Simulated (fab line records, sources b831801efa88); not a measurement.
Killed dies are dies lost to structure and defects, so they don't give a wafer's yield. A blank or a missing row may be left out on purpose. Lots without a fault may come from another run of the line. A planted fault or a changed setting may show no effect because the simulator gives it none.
fab line records | flow sky130
record lots=6 wafers=18 last_day=50
route steps=708 shown POLY_GATE@233 LDD_N@237
lots that met no fault: from a run of the same line without faults
start_h: hours from the record's first day to the start of the lot's first wafer shown | wait_h: hours since the lot's step before | " the same as in the row above | L1.1+2: a row that stands for several wafers | - no value, or no start given | * or withheld: withheld | < > ~ a bound
route shown NAME@n: a module of which the file shows steps, and the number in the route of the first | usual: mean/standard deviation of fault-free wafers | same: alike in all rows | chamber/n: place in a boat | sites: the reading at each site | _std_site: their standard deviation | _edge_site: outer sites' mean less inner sites' | radius_mm: how far each site lies from the wafer's centre | mask NAME#n: copy n | behind: the tool/chamber that last shaped the wafer | hold: why the lot was held/for how many hours/how that ended | device: the transistor (n, p or np) that didn't switch | end of line: the same wafers' tests at the end of the route | a step without rows: its recipe alone | killed: dies lost to structure and defects at the first sort, not the wafer's yield | map: a wafer's dies, x killed, . not, _ none there
set.NAME: the setting as run; set.NAME@STEP: as run at that earlier step | model.NAME: the simulator's own value behind a step, which no gauge read
lots at some steps of the route; a table a step, a row a wafer
services: from which hour (start_h, from the record's first day; less than 0 if before it) a tool's chamber was out of use, for how many hours, and why
## steps
# step SKY_POLY_GATE_CLEAN_19
# recipe chemistry=SC1/SC2 mix=1:4:20 temp_c=70 time_s=150 dry=n2_spin
# step SKY_POLY_GATE_OXIDATION_20
# recipe temp_c=850 ambient=O2 stabilise_s=600 purge_s=300 target_thk_a=40 ox_time_s=899
# step SKY_POLY_GATE_THK_MEAS_21
# recipe reads=SiO2_of_POLY_GATE_OXIDATION_20
# usual POLY_GATE_OXIDATION_THK=4.00/0.079
# columns lot.wafer tool chamber start_h wait_h POLY_GATE_OXIDATION_THK[nm]
L853.1 film_metro-01 - 423.82 0.0 3.94
L853.2 " - " " 3.96
L853.5 " - " " 3.98
L865.1 film_metro-04 - 511.87 0.0 4.05
L865.3 " - " " 4.00
L865.6 " - " " 4.06
L864.1 film_metro-01 - 521.85 0.0 3.97
L864.2 " - " " 3.94
L864.4 " - " " 3.95
L868.1 film_metro-02 - 562.81 0.0 4.01
L868.2 " - " " 3.94
L868.6 " - " " 3.98
L869.2 film_metro-01 - 580.04 0.0 3.95
L869.4 " - " " 4.07
L869.5 " - " " 3.89
L871.4 film_metro-04 - 589.08 0.0 3.92
L871.5 " - " " 3.98
L871.6 " - " " 3.87
# step SKY_POLY_GATE_CD_MEAS_22
# usual cd_nm=149.8/1.8
# columns lot.wafer tool chamber start_h wait_h cd_nm
L853.1 cd_sem-01 - 423.88 0.1 152.6
L853.2 " - " " 148.6
L853.5 " - " " 150.7
L865.1 cd_sem-01 - 511.93 0.1 149.8
L865.3 " - " " 149.1
L865.6 " - " " 149.3
L864.1 cd_sem-01 - 521.91 0.1 148.8
L864.2 " - " " 148.0
L864.4 " - " " 149.7
L868.1 cd_sem-01 - 562.87 0.1 150.5
L868.2 " - " " 150.8
L868.6 " - " " 151.1
L869.2 cd_sem-01 - 580.12 0.1 149.0
L869.4 " - " " 151.4
L869.5 " - " " 146.1
L871.4 cd_sem-02 - 589.20 0.1 148.8
L871.5 " - " " 152.0
L871.6 " - " " 150.7
# step SKY_LDD_N_DEHYDRATE_00
# recipe temp_c=200 time_s=60
# step SKY_LDD_N_HMDS_01
# recipe prime_time_s=60 prime_temp_c=120
# step SKY_LDD_N_COAT_02
# recipe resist=NOVOLAK spin_rpm=3000 resist_thk_nm=300
# step SKY_LDD_N_SOFTBAKE_03
# recipe temp_c=90 time_s=60 resist=NOVOLAK
# step SKY_LDD_N_EXPOSE_04
# recipe mask_id=NTM target_cd_nm=840 na=0.6 source_shape=conventional sigma_outer=0.6 dose_mj=110
# step SKY_LDD_N_PEB_05
# recipe temp_c=withheld time_s=* resist=NOVOLAK
# step SKY_LDD_N_DEVELOP_06
# recipe develop_time_s=60 dev_temp_c=23
# step SKY_LDD_N_OVL_MEAS_07
# usual LDD_N_OVL=0.5/1.5
# columns lot.wafer tool chamber start_h wait_h LDD_N_OVL[nm]
L853.1 overlay-02 - 454.76 0.1 2.1
L853.2 " - " " -0.4
L853.5 " - " " 1.3
L865.1 overlay-02 - 541.84 0.1 1.2
L865.3 " - " " -0.5
L865.6 " - " " 0.8
L864.1 overlay-02 - 552.16 0.1 -0.6
L864.2 " - " " 1.9
L864.4 " - " " -0.5
L868.1 overlay-01 - 591.71 0.1 0.7
L868.2 " - " " 0.7
L868.6 " - " " 0.6
L869.2 overlay-01 - 608.67 0.1 -1.3
L869.4 " - " " -0.5
L869.5 " - " " -2.5
L871.4 overlay-01 - 617.95 0.1 0.8
L871.5 " - " " 0.4
L871.6 " - " " 0.4
# step SKY_LDD_N_IMPLANT_08
# recipe species=As energy_kev=20 dose_cm2=7.5e+13 tilt_deg=withheld rotation_deg=23
# usual beam_energy_keV=19.999/0.0062 beam_on_s=10.00/0.19 dose_ions_cm2=7.499e+13/8.8e+10 end_station_pressure_torr=5.35e-06/2.5e-07 faraday_current_uA=423/8.2
# columns lot.wafer tool chamber start_h wait_h beam_energy_keV beam_on_s dose_ions_cm2 end_station_pressure_torr faraday_current_uA
L853.1 implanter-03 0 454.80 0.0 20.008 10.09 7.502e+13 5.49e-06 421
L853.2 " 0 " " 20.007 10.00 7.504e+13 5.07e-06 422
L853.5 " 0 " " 20.004 10.26 7.495e+13 5.62e-06 414
L865.1 implanter-02 - 541.87 0.0 - - - - -
L865.3 " - " " - - - - -
L865.6 " - " " - - - - -
L864.1 implanter-01 - 552.20 0.0 - - - - -
L864.2 " - " " - - - - -
L864.4 " - " " - - - - -
L868.1 implanter-01 0 591.75 0.0 19.994 10.00 7.499e+13 5.52e-06 424
L868.2 " 0 " " 19.994 10.17 7.501e+13 5e-06 416
L868.6 " 0 " " 19.998 9.99 7.513e+13 5.38e-06 426
L869.2 implanter-03 0 608.72 0.0 19.990 9.58 7.514e+13 5.6e-06 440
L869.4 " 0 " " 19.994 10.08 7.495e+13 5.45e-06 419
L869.5 " 0 " " 19.994 9.85 7.488e+13 5.3e-06 428
L871.4 implanter-03 0 618.05 0.1 20.004 10.12 7.503e+13 5.38e-06 418
L871.5 " 0 " " 19.996 9.87 7.509e+13 5.12e-06 430
L871.6 " 0 " " 20.002 10.14 7.488e+13 5.43e-06 417
# step SKY_LDD_N_IMPLANT_09
# recipe species=As energy_kev=20 dose_cm2=7.5e+13 tilt_deg=withheld rotation_deg=113
# step SKY_LDD_N_IMPLANT_10
# recipe species=As energy_kev=20 dose_cm2=7.5e+13 tilt_deg=withheld rotation_deg=203
# step SKY_LDD_N_IMPLANT_11
# recipe species=As energy_kev=20 dose_cm2=7.5e+13 tilt_deg=withheld rotation_deg=293
# step SKY_LDD_N_IMPLANT_12
# recipe species=BF2 energy_kev=50 dose_cm2=5e+12 tilt_deg=30 rotation_deg=0
# step SKY_LDD_N_IMPLANT_13
# recipe species=BF2 energy_kev=50 dose_cm2=5e+12 tilt_deg=30 rotation_deg=90
# step SKY_LDD_N_IMPLANT_14
# recipe species=BF2 energy_kev=50 dose_cm2=5e+12 tilt_deg=30 rotation_deg=180
# step SKY_LDD_N_IMPLANT_15
# recipe species=BF2 energy_kev=50 dose_cm2=5e+12 tilt_deg=30 rotation_deg=270
# step SKY_LDD_N_STRIP_16
# recipe chemistry=O2/N2 power_w=1400 pressure_mtorr=1500 platen_temp_c=withheld o2_flow_sccm=3000 n2_flow_sccm=300 overash_fraction=0.5
# usual drypump_motor_current_A=5.89/0.3 oes_product_au=0.408/0.0048 strip_time_to_endpoint_s=4.311/0.016
# columns lot.wafer tool chamber start_h wait_h drypump_motor_current_A oes_product_au rf_hours_counter_h strip_time_to_endpoint_s
L853.1 plasma_asher-03 0 456.00 0.1 5.39 0.404 32 4.322
L853.2 " 1 " " 6.42 0.399 32 4.314
L853.5 " 1 " " 6.45 0.410 - 4.327
L865.1 plasma_asher-03 1 543.07 0.1 6.46 0.410 39 4.138
L865.3 " 0 " " 5.39 0.407 - 4.142
L865.6 " 0 " " 5.39 0.409 - 4.117
L864.1 plasma_asher-02 1 553.40 0.1 6.10 0.405 12 4.131
L864.2 " 0 " " 5.86 0.407 12 4.129
L864.4 " 1 " " 6.12 0.414 - 4.133
L868.1 plasma_asher-04 1 592.95 0.1 5.94 0.405 97 4.321
L868.2 " 0 " " 5.57 0.415 97 4.307
L868.6 " 0 " " 5.58 0.407 - 4.303
L869.2 plasma_asher-02 1 609.90 0.1 6.12 0.402 18 4.326
L869.4 " 1 " " 6.12 0.410 - 4.322
L869.5 " 1 " " 6.13 0.411 - 4.322
L871.4 plasma_asher-02 1 619.21 0.1 6.10 0.411 - 4.310
L871.5 " 0 " " 5.84 0.410 - 4.317
L871.6 " 1 " " 6.11 0.401 - 4.306
# step SKY_LDD_N_TW_MEAS_17
# usual LDD_N_TW=2569/19
# columns lot.wafer tool chamber start_h wait_h LDD_N_TW
L853.1 film_metro-04 - 456.10 0.1 2576
L853.2 " - " " 2583
L853.5 " - " " 2572
L865.1 film_metro-04 - 543.17 0.1 2446
L865.3 " - " " 2441
L865.6 " - " " 2437
L864.1 film_metro-04 - 553.50 0.1 2424
L864.2 " - " " 2422
L864.4 " - " " 2438
L868.1 film_metro-03 - 593.05 0.1 2592
L868.2 " - " " 2603
L868.6 " - " " 2590
L869.2 film_metro-03 - 610.01 0.1 2573
L869.4 " - " " 2575
L869.5 " - " " 2596
L871.4 film_metro-01 - 619.30 0.1 2547
L871.5 " - " " 2552
L871.6 " - " " 2544
## services
# columns tool chamber start_h hours kind
plasma_asher-02 - 444.39 0.4 repair
plasma_asher-03 - 480.24 14.7 repair
implanter-01 - 498.74 3.4 repair
plasma_asher-03 - 506.24 0.6 repair
implanter-03 - 513.12 3.7 pm
implanter-02 - 516.22 4.1 repair
implanter-03 - 531.44 6.9 repair
implanter-02 - 605.16 3.6 repair
## key
first_sign step=SKY_LDD_N_IMPLANT_08 reading=tool_record direction=missing
effect step=SKY_LDD_N_STRIP_16 reading=strip_time_to_endpoint_s direction=down sigmas=11 usual=* struck=*
effect step=SKY_LDD_N_TW_MEAS_17 reading=LDD_N_TW direction=down sigmas=7.1 usual=2569 struck=2435
met_at SKY_LDD_N_IMPLANT_08
struck_wafers L864.1,L864.2,L864.4,L865.1,L865.3,L865.6
later_rows_left_out L864.1,L864.2,L864.4,L865.1,L865.3,L865.6
sort_left_out L864.1,L864.2,L864.4,L865.1,L865.3,L865.6
tester_left_out L864,L865
fault kind=skipped_step_whole tool=implanter-01,implanter-02 chamber=- onset_h=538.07 steps=SKY_LDD_N_IMPLANT_08 scope=struck_lots_only
# tester_left_out: of these lots the tester's yield and bins aren't shown, on N5 and GAA mostly nor the transistor test; their killed dies are dies lost to structure and defects alone, not to doping, threshold or leakage, so they don't give the yield
# sort_left_out: the simulated sort isn't trusted on such a fault, so these wafers' sort isn't shown, and their yield isn't known
# later_rows_left_out: the simulator's readings of these wafers behind a module that went badly wrong aren't trusted and aren't shown, but for the sort
